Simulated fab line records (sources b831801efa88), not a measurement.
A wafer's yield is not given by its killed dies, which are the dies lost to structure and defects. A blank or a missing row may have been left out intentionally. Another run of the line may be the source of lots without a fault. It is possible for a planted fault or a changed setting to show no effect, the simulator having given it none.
Comparing a struck lot with a sound one    flow sky130    26 steps out of a route of 708
Sound: these wafers, L665.2, L665.4, L665.6. Struck: wafer L676.3 (left out: L676.2, L676.4 of the same lot, which were not struck); the cause appears at the end.
Each step with rows lists, per side, the tool, then ch with its chambers, then its first start. Under that, the readings that differ: sound wafers    struck wafers    difference of the means    sigmas: that difference in standard deviations of wafers without a fault.
alike: same words and numbers on both sides, and readings whose means sit less than 2 such deviations apart. not compared: any withheld reading, any reading some wafer has no value for, any bound like >300 that may hide the same value, and any number with overlapping values for which the record gives no deviation.
Wherever a step has rows on one side only, a row that says differs or no value, or a row with sigmas, the two part there. Numbers that have no deviation but don't overlap get no sigmas and don't part them. A reading missing from all wafers of one side parts the sides only when that side holds two or more wafers.

SKY_LOCAL_INTERCONNECT_STRIP_15: strips in O2/N2.
  sound on plasmaAsher-04 ch 1, day 30 23:14; struck on plasmaAsher-03 ch 1, day 34 17:12
  alike: drypumpMotorCurrentA, n2FlowSccm, oesProductAu, stripTimeToEndpointS
  not compared: rfHoursCounterH
then, 3 steps without rows for these wafers: SKY_LOCAL_INTERCONNECT_STRIP_16 (strips in post etch residue remover, time 1200 s); SKY_LOCAL_INTERCONNECT_CLEAN_17 (cleans in IPA, time 180 s); SKY_LOCAL_INTERCONNECT_CLEAN_18 (cleans in O3/DIW).
SKY_CONTACT_CVD_00: deposits Si3N4, target thk 75 nm.
  sound on pecvd-04 ch 0,2, day 30 23:50; struck on pecvd-01 ch 2, day 34 17:47
  alike: heaterPowerW, rfFwdPowerW
SKY_CONTACT_THK_MEAS_01:
  struck on filmMetro-04, day 34 17:50; sound on filmMetro-04, day 30 23:53
  alike: CONTACT_CVD_00_THK
then, 1 step without rows for these wafers: SKY_CONTACT_HDPCVD_02 (deposits SiO2, target thk 565 nm, time 94.2 s).
SKY_CONTACT_THK_MEAS_03:
  struck on filmMetro-03, day 34 17:58; sound on filmMetro-01, day 31 00:01
  alike: CONTACT_HDPCVD_THK
SKY_CONTACT_CMP_04: polishes SiO2.
  sound on cmp-01 ch 1,2,3, day 31 00:07; struck on cmp-02 ch 3, day 34 18:01
  alike: edgeZonePressureFrac, motorCurrentA, platenRpm, timeToEndpointS
SKY_CONTACT_BOW_MEAS_05:
  struck on filmMetro-04, day 34 18:20; sound on filmMetro-03, day 31 00:23
reading           sound     struck  difference  sigmas
CONTACT_BOW (um)  79 75 66  91      +18         +3
then, 2 steps without rows for these wafers: SKY_CONTACT_DEHYDRATE_06 (time 60 s); SKY_CONTACT_HMDS_07 (prime time 60 s).
SKY_CONTACT_COAT_08: resist thk 60 nm.
  sound on lithoTrack-03 ch 0, day 31 13:35; struck on lithoTrack-01 ch 0, day 35 07:06
  not compared: resistLineTempC
then, 5 steps without rows for these wafers: SKY_CONTACT_COAT_09 (resist thk 450 nm); SKY_CONTACT_SOFTBAKE_10 (time 90 s); SKY_CONTACT_EXPOSE_11 (exposes mask CTM1, target cd 170 nm); SKY_CONTACT_PEB_12; SKY_CONTACT_DEVELOP_13 (develop time 60 s).
SKY_CONTACT_CD_MEAS_14: target cd 170 nm.
  struck on cdSem-01, day 35 20:50; sound on cdSem-02, day 32 04:28
reading    sound              struck  difference  sigmas
cdNm (nm)  167.5 166.8 166.7  171.7   +4.7        +2
SKY_CONTACT_OVL_MEAS_15:
  struck on overlay-01, day 35 20:57; sound on overlay-02, day 32 04:35
reading           sound   struck  difference  sigmas
CONTACT_OVL (nm)  3 8 16  -5      -14         -2
SKY_CONTACT_ETCH_16: etches BARC in N2/H2, stops on SiO2, time 45.9 s, target depth 60 nm.
  sound on rieDiel-01 ch 1,2,3, day 32 04:37; struck on rieDiel-01 ch 1, day 35 20:59
reading                  sound              struck  difference  sigmas
oesProductAu (a.u.)      0.862 0.850 0.856  0.971   +0.115      +27
model.etch.depthNm (nm)  60.05 60.26 60.2   74.3    +14.1       
  alike: drypumpMotorCurrentA, n2FlowSccm, rfFwdPowerW, throttleValvePct
  not compared: rfHoursCounterH
SKY_CONTACT_ETCH_17: etches SiO2 in C4F8/O2/Ar, stops on Si3N4, target depth 340 nm.
  sound on rieDiel-01 ch 1,2,3, day 32 04:39; struck on rieDiel-01 ch 1, day 35 21:01
  alike: oesProductAu, rfFwdPowerW
SKY_CONTACT_ETCH_18: etches Si3N4 in CHF3/O2, stops on TiN, time 39 s, target depth 75 nm.
  sound on rieDiel-01 ch 1,2,3; struck on rieDiel-01 ch 1
  alike: drypumpMotorCurrentA, oesProductAu, rfFwdPowerW, throttleValvePct
  not compared: rfHoursCounterH
SKY_CONTACT_STRIP_19: strips in O2/N2.
  sound on plasmaAsher-03 ch 0,1, day 32 04:44; struck on plasmaAsher-03 ch 1, day 35 21:07
reading                   sound              struck  difference  sigmas
n2FlowSccm (sccm)         300.9 301.6 301.0  298.7   -2.5        -3
oesProductAu (a.u.)       0.369 0.378 0.382  0.398   +0.022      +5
stripTimeToEndpointS (s)  3.600 3.635 3.625  3.787   +0.167      +6
  alike: drypumpMotorCurrentA
  not compared: rfHoursCounterH
then, 2 steps without rows for these wafers: SKY_CONTACT_STRIP_20 (strips in post etch residue remover, time 1200 s); SKY_PAD_OPEN_PROBE_99.

## WHERE THEY PART
Earliest at SKY_CONTACT_BOW_MEAS_05; latest, in this record, at SKY_CONTACT_STRIP_19.

WHY: what had been put in by the simulator
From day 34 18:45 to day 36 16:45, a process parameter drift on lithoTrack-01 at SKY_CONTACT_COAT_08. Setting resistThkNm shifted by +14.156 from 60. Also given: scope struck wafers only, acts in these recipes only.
